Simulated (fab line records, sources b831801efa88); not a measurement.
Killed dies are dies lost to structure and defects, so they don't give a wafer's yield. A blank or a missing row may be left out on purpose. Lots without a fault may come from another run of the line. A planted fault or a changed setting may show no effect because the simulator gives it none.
fab line records | flow sky130
record lots=12 wafers=36 last_day=50
route steps=708 shown CAP2M@615 METAL4@635 VIA4@640 PAD_OPEN@708
lots that met no fault: from a run of the same line without faults
start_h: hours from the record's first day to the start of the lot's first wafer shown | wait_h: hours since the lot's step before | " the same as in the row above | L1.1+2: a row that stands for several wafers | - no value, or no start given | * or withheld: withheld | < > ~ a bound
route shown NAME@n: a module of which the file shows steps, and the number in the route of the first | usual: mean/standard deviation of fault-free wafers | same: alike in all rows | chamber/n: place in a boat | sites: the reading at each site | _std_site: their standard deviation | _edge_site: outer sites' mean less inner sites' | radius_mm: how far each site lies from the wafer's centre | mask NAME#n: copy n | behind: the tool/chamber that last shaped the wafer | hold: why the lot was held/for how many hours/how that ended | device: the transistor (n, p or np) that didn't switch | end of line: the same wafers' tests at the end of the route | a step without rows: its recipe alone | killed: dies lost to structure and defects at the first sort, not the wafer's yield | map: a wafer's dies, x killed, . not, _ none there
set.NAME: the setting as run; set.NAME@STEP: as run at that earlier step | model.NAME: the simulator's own value behind a step, which no gauge read
steps of the route over a sample of lots; a table a step, a row a wafer
services: from which hour (start_h, from the record's first day; less than 0 if before it) a tool's chamber was out of use, for how many hours, and why
## steps
# step SKY_CAP2M_OVL_MEAS_12
# usual CAP2M_OVL=0.8/1.2
# columns lot.wafer tool chamber start_h wait_h CAP2M_OVL[nm]
L599.1 overlay-01 - 970.59 0.1 1.6
L599.5 " - " " 2.5
L599.6 " - " " 1.5
L600.1 overlay-02 - 977.42 0.1 2.4
L600.3 " - " " 0.1
L600.6 " - " " 0.6
L601.3 overlay-02 - 986.36 0.1 0.5
L601.4 " - " " 1.1
L601.6 " - " " 1.3
L603.2 overlay-02 - 1003.60 0.1 -0.9
L603.4 " - " " 1.2
L603.6 " - " " 2.1
L604.3 overlay-02 - 1006.76 0.1 -1.4
L604.4 " - " " -0.6
L604.6 " - " " -1.1
L605.4 overlay-02 - 1021.19 0.1 1.3
L605.5 " - " " 1.1
L605.6 " - " " 0.6
L606.1 overlay-01 - 1033.34 0.1 -0.7
L606.3 " - " " -1.1
L606.6 " - " " 1.7
L608.1 overlay-01 - 1036.14 0.1 0.4
L608.2 " - " " 0.2
L608.4 " - " " 1.9
L607.1 overlay-01 - 1037.89 0.1 3.1
L607.3 " - " " 0.9
L607.6 " - " " 2.4
L616.1 overlay-01 - 1081.52 0.1 1.3
L616.4 " - " " 1.0
L616.6 " - " " 3.7
L617.2 overlay-02 - 1089.64 0.1 1.2
L617.3 " - " " 0.9
L617.6 " - " " -0.7
L618.2 overlay-02 - 1092.09 0.1 -0.4
L618.3 " - " " 1.0
L618.6 " - " " 0.5
# step SKY_METAL4_STRIP_19
# recipe chemistry=O2/N2 power_w=1400 pressure_mtorr=1500 platen_temp_c=withheld o2_flow_sccm=3000 n2_flow_sccm=300 overash_fraction=0.5
# usual drypump_motor_current_A=5.45/0.28 oes_product_au=0.501/0.0058 strip_time_to_endpoint_s=6.50/0.1
# columns lot.wafer tool chamber start_h wait_h drypump_motor_current_A oes_product_au rf_hours_counter_h strip_time_to_endpoint_s
L599.1 plasma_asher-02 0 995.27 0.1 5.09 0.500 51 6.54
L599.5 " 0 " " 5.10 0.503 - 6.44
L599.6 " 1 " " 5.01 0.498 - 6.46
L600.1 plasma_asher-04 0 1001.55 0.1 5.55 0.502 90 6.72
L600.3 " 1 " " 5.54 0.497 - 6.69
L600.6 " 1 " " 5.54 0.517 - 6.74
L601.3 plasma_asher-04 1 1010.85 0.1 5.54 0.486 - 6.35
L601.4 " 0 " " 5.56 0.496 - 6.45
L601.6 " 1 " " 5.53 0.488 - 6.27
L603.2 plasma_asher-04 1 1027.32 0.1 5.51 0.501 93 6.30
L603.4 " 0 " " 5.56 0.497 - 6.49
L603.6 " 0 " " 5.53 0.500 - 6.35
L604.3 plasma_asher-01 1 1030.44 0.1 5.37 0.497 - 6.28
L604.4 " 0 " " 5.89 0.508 - 6.52
L604.6 " 1 " " 5.34 0.506 - 6.54
L605.4 plasma_asher-01 0 1045.15 0.1 5.92 0.493 - 6.37
L605.5 " 0 " " 5.90 0.497 - 6.37
L605.6 " 1 " " 5.37 0.504 - 6.54
L606.1 plasma_asher-01 1 1056.22 0.1 5.37 0.495 32 6.28
L606.3 " 1 " " 5.38 0.497 - 6.32
L606.6 " 0 " " 5.91 0.509 - 6.57
L608.1 plasma_asher-04 0 1059.42 0.1 5.57 0.491 96 6.30
L608.2 " 1 " " 5.53 0.497 96 6.51
L608.4 " 1 " " 5.53 0.507 - 6.57
L607.1 plasma_asher-01 0 1060.80 0.1 5.91 0.501 33 6.55
L607.3 " 1 " " 5.37 0.501 - 6.52
L607.6 " 0 " " 5.90 0.504 - 6.47
L616.1 plasma_asher-01 1 1102.75 0.1 5.37 0.505 37 6.52
L616.4 " 1 " " 5.34 0.507 - 6.54
L616.6 " 1 " " 5.37 0.498 - 6.55
L617.2 plasma_asher-01 1 1111.46 0.1 5.36 0.495 38 6.54
L617.3 " 1 " " 5.35 0.506 - 6.62
L617.6 " 0 " " 5.92 0.510 - 6.65
L618.2 plasma_asher-01 1 1113.61 0.1 5.31 0.489 38 6.29
L618.3 " 1 " " 5.35 0.500 - 6.45
L618.6 " 1 " " 5.32 0.505 - 6.49
# step SKY_VIA4_THK_MEAS_01
# recipe reads=SiO2_of_VIA4_HDPCVD_00
# usual VIA4_HDPCVD_THK=1752/20
# columns lot.wafer tool chamber start_h wait_h VIA4_HDPCVD_THK[nm]
L599.1 film_metro-02 - 996.08 0.1 1734
L599.5 " - " " 1742
L599.6 " - " " 1756
L600.1 film_metro-01 - 1002.33 0.1 1762
L600.3 " - " " 1760
L600.6 " - " " 1731
L601.3 film_metro-02 - 1011.61 0.1 1749
L601.4 " - " " 1772
L601.6 " - " " 1746
L603.2 film_metro-01 - 1028.10 0.1 1787
L603.4 " - " " 1770
L603.6 " - " " 1765
L604.3 film_metro-01 - 1031.28 0.1 1746
L604.4 " - " " 1729
L604.6 " - " " 1719
L605.4 film_metro-02 - 1046.01 0.1 1749
L605.5 " - " " 1745
L605.6 " - " " 1790
L606.1 film_metro-01 - 1056.99 0.1 1750
L606.3 " - " " 1720
L606.6 " - " " 1735
L608.1 film_metro-02 - 1060.21 0.1 1767
L608.2 " - " " 1762
L608.4 " - " " 1764
L607.1 film_metro-02 - 1061.64 0.1 1755
L607.3 " - " " 1746
L607.6 " - " " 1753
L616.1 film_metro-04 - 1103.52 0.1 1757
L616.4 " - " " 1782
L616.6 " - " " 1782
L617.2 film_metro-01 - 1112.45 0.1 1737
L617.3 " - " " 1713
L617.6 " - " " 1741
L618.2 film_metro-04 - 1114.42 0.1 1736
L618.3 " - " " 1737
L618.6 " - " " 1749
# step SKY_VIA4_CMP_02
# recipe material=SiO2 down_force_psi=4 platen_rpm=60 pad_velocity_m_s=0.94248
# usual motor_current_A=12.2/1.2
# columns lot.wafer tool chamber start_h wait_h motor_current_A
L599.1 cmp-01 0 996.24 0.1 10.8
L599.6 " 2 " " 11.8
L599.5 " 3 " " 12.1
L600.1 cmp-02 1 1002.49 0.1 13.0
L600.3 " 2 " " 13.1
L600.6 " 3 " " 11.6
L601.3 cmp-02 2 1011.65 0.0 13.9
L601.4 " 3 " " 10.7
L601.6 " 3 " " 10.6
L603.2 cmp-01 3 1028.17 0.1 11.1
L603.4 " 2 " " 11.6
L603.6 " 3 " " 11.1
L604.4 cmp-02 1 1031.37 0.1 12.8
L604.3 " 3 " " 10.5
L604.6 " 0 " " 12.6
L605.4 cmp-02 3 1047.00 1.0 11.5
L605.6 " 0 " " 13.2
L605.5 " 1 " " 13.3
L606.1 cmp-01 2 1057.05 0.1 11.2
L606.3 " 1 " " 12.7
L606.6 " 3 " " 10.8
L608.4 cmp-01 3 1060.27 0.0 10.7
L608.2 " 0 " " 10.6
L608.1 " 1 " " 13.1
L607.3 cmp-02 2 1061.80 0.1 14.6
L607.1 " 3 " " 11.1
L607.6 " 1 " " 14.3
L616.1 cmp-01 1 1103.63 0.1 12.3
L616.4 " 2 " " 11.5
L616.6 " 1 " " 13.2
L617.2 cmp-02 3 1113.18 0.7 10.9
L617.3 " 2 " " 14.1
L617.6 " 0 " " 12.9
L618.2 cmp-01 3 1114.52 0.1 11.3
L618.3 " 1 " " 12.4
L618.6 " 3 " " 11.7
# step SKY_PAD_OPEN_PROBE_99
# usual defect_limited_yield=82.1/2 killed_at_M0_to_M3=44/7.8 killed_at_M4_up=3.1/1.7 killed_at_contacts=25/5.1 killed_at_front_end=15/4.4 killed_at_other=0.5/0.68 killed_dies=88/9.9 killed_open=48/6.9 killed_short=39/6.5 sort_bin_3_pad_short=0.8/0.42 sort_bin_5_function=10.6/1.5 sort_bin_6_memory=6.5/1.2 sort_n_pass=404/9.9 sort_yield_pct=82.1/2
# same gross_dies=492 killed_at_back_side=0 sort_bin_4_leakage[%]=0 sort_bin_8_speed[%]=0
# columns lot.wafer tool chamber start_h wait_h defect_limited_yield[%] killed_at_M0_to_M3 killed_at_M4_up killed_at_contacts killed_at_front_end killed_at_other killed_dies killed_open killed_short sort_bin_3_pad_short[%] sort_bin_5_function[%] sort_bin_6_memory[%] sort_n_pass sort_yield_pct[%]
L616.1 prober-01 - 1181.80 0.1 69.3 40 69 28 12 2 151 47 34 3.9 18.5 8.3 341 69.3
L616.4 prober-01 - 1181.95 0.2 69.1 43 68 23 17 1 152 46 39 5.1 18.3 7.5 340 69.1
L616.6 prober-01 - 1182.05 0.2 69.9 41 65 27 15 0 148 49 34 5.3 18.1 6.7 344 69.9
L617.2 prober-02 - 1189.36 0.1 72.8 39 65 18 12 0 134 37 33 3.9 17.5 5.9 358 72.8
L617.3 prober-02 - 1189.41 0.2 69.1 45 62 32 13 0 152 53 37 3.0 19.5 8.3 340 69.1
L617.6 prober-02 - 1189.56 0.2 80.9 45 2 24 23 0 94 52 42 0.6 10.0 8.5 398 80.9
L618.2 prober-01 - 1191.75 0.1 72.4 33 69 18 16 0 136 35 34 4.1 16.3 7.3 356 72.4
L618.3 prober-01 - 1191.80 0.2 70.5 35 71 18 21 0 145 43 35 3.3 17.7 8.5 347 70.5
L618.6 prober-01 - 1191.95 0.2 74.0 31 66 22 9 0 128 35 29 3.9 15.7 6.5 364 74.0
# killed by level:class
L616.1 METAL4:unspecified=68 VIA1:geometric_particle:open=11 CONTACT:geometric_particle:open=9 LI_CONTACT:geometric_particle:open=6 VIA2:geometric_particle:open=6 METAL1:geometric_particle:short=6 VIA3:geometric_particle:open=6 CONTACT:geometric_particle:short=5
L616.4 METAL4:unspecified=66 VIA1:geometric_particle:open=16 VIA2:geometric_particle:open=9 LOCAL_INTERCONNECT:geometric_particle:short=7 METAL2:geometric_particle:short=6 CONTACT:geometric_particle:open=6 LI_CONTACT:geometric_particle:open=5 VIA3:geometric_particle:short=5
L616.6 METAL4:unspecified=62 VIA3:geometric_particle:open=12 CONTACT:geometric_particle:open=9 VIA1:geometric_particle:open=7 POLY_GATE:geometric_particle:open=5 LI_CONTACT:geometric_particle:open=5 CONTACT:geometric_particle:short=5 VIA2:geometric_particle:open=5
L617.2 METAL4:unspecified=64 VIA1:geometric_particle:open=11 VIA1:geometric_particle:short=8 VIA3:geometric_particle:open=7 LI_CONTACT:geometric_particle:open=6 METAL2:geometric_particle:short=5 FIELD_ISO:geometric_particle:short=4 POLY_GATE:geometric_particle:open=4
L617.3 METAL4:unspecified=62 VIA1:geometric_particle:open=15 CONTACT:geometric_particle:open=11 LI_CONTACT:geometric_particle:open=9 METAL1:geometric_particle:short=8 FIELD_ISO:geometric_particle:open=6 VIA1:geometric_particle:short=6 CONTACT:geometric_particle:short=6
L617.6 VIA1:geometric_particle:open=16 CONTACT:geometric_particle:open=12 FIELD_ISO:geometric_particle:short=8 VIA1:geometric_particle:short=7 VIA3:geometric_particle:open=7 CONTACT:geometric_particle:short=6 FIELD_ISO:geometric_particle:open=5 METAL1:geometric_particle:short=5
L618.2 METAL4:unspecified=67 VIA1:geometric_particle:open=11 LOCAL_INTERCONNECT:geometric_particle:short=6 POLY_GATE:geometric_particle:short=5 METAL1:geometric_particle:short=5 VIA3:geometric_particle:open=5 CONTACT:geometric_particle:open=5 FIELD_ISO:geometric_particle:short=4
L618.3 METAL4:unspecified=67 CONTACT:geometric_particle:open=11 FIELD_ISO:geometric_particle:open=8 METAL1:geometric_particle:short=6 FIELD_ISO:geometric_particle:short=5 POLY_GATE:geometric_particle:short=5 VIA1:geometric_particle:open=5 LI_CONTACT:geometric_particle:open=4
L618.6 METAL4:unspecified=63 LI_CONTACT:geometric_particle:open=7 VIA1:geometric_particle:open=7 CONTACT:geometric_particle:open=6 VIA2:geometric_particle:open=5 LI_CONTACT:geometric_particle:short=4 METAL3:geometric_particle:short=4 METAL4:geometric_particle:short=3
## services
# columns tool chamber start_h hours kind
plasma_asher-02 - 975.63 8.1 repair
plasma_asher-01 - 977.68 5.4 repair
cmp-02 - 984.13 2.3 repair
plasma_asher-04 - 990.86 10.1 repair
cmp-02 - 995.68 3.3 repair
cmp-02 - 1006.34 2.3 repair
cmp-01 - 1011.57 0.7 repair
plasma_asher-02 - 1019.92 0.5 repair
cmp-01 - 1045.47 1.6 repair
cmp-01 - 1054.27 0.3 repair
cmp-02 - 1055.90 1.3 repair
cmp-02 - 1070.33 0.8 repair
cmp-01 - 1084.00 4.0 pm
cmp-01 - 1088.00 - consumable_replace:conditioner
cmp-01 - 1088.00 - consumable_replace:pad
plasma_asher-04 - 1095.76 1.4 repair
cmp-01 - 1109.85 2.1 repair
## key
first_sign step=SKY_PAD_OPEN_PROBE_99 reading=killed_at_M4_up direction=up sigmas=38 usual=3.1 struck=66.9
effect step=SKY_PAD_OPEN_PROBE_99 reading=sort_bin_3_pad_short direction=up sigmas=7.7 usual=0.8 struck=4.0
met_at SKY_METAL4_STRIP_19
struck_lots L616,L617,L618
struck_wafers L616.1,L616.4,L616.6,L617.2,L617.3,L618.2,L618.3,L618.6
not_acting_at SKY_CAP2M_OVL_MEAS_12,SKY_VIA4_THK_MEAS_01,SKY_VIA4_CMP_02
onset_between 1060.80 1102.75
fault kind=chamber_particle_source tool=plasma_asher-01 chamber=1 onset_h=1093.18 steps=SKY_METAL4_STRIP_19 rate_per_visit_cm2=1.4053 end_h=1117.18
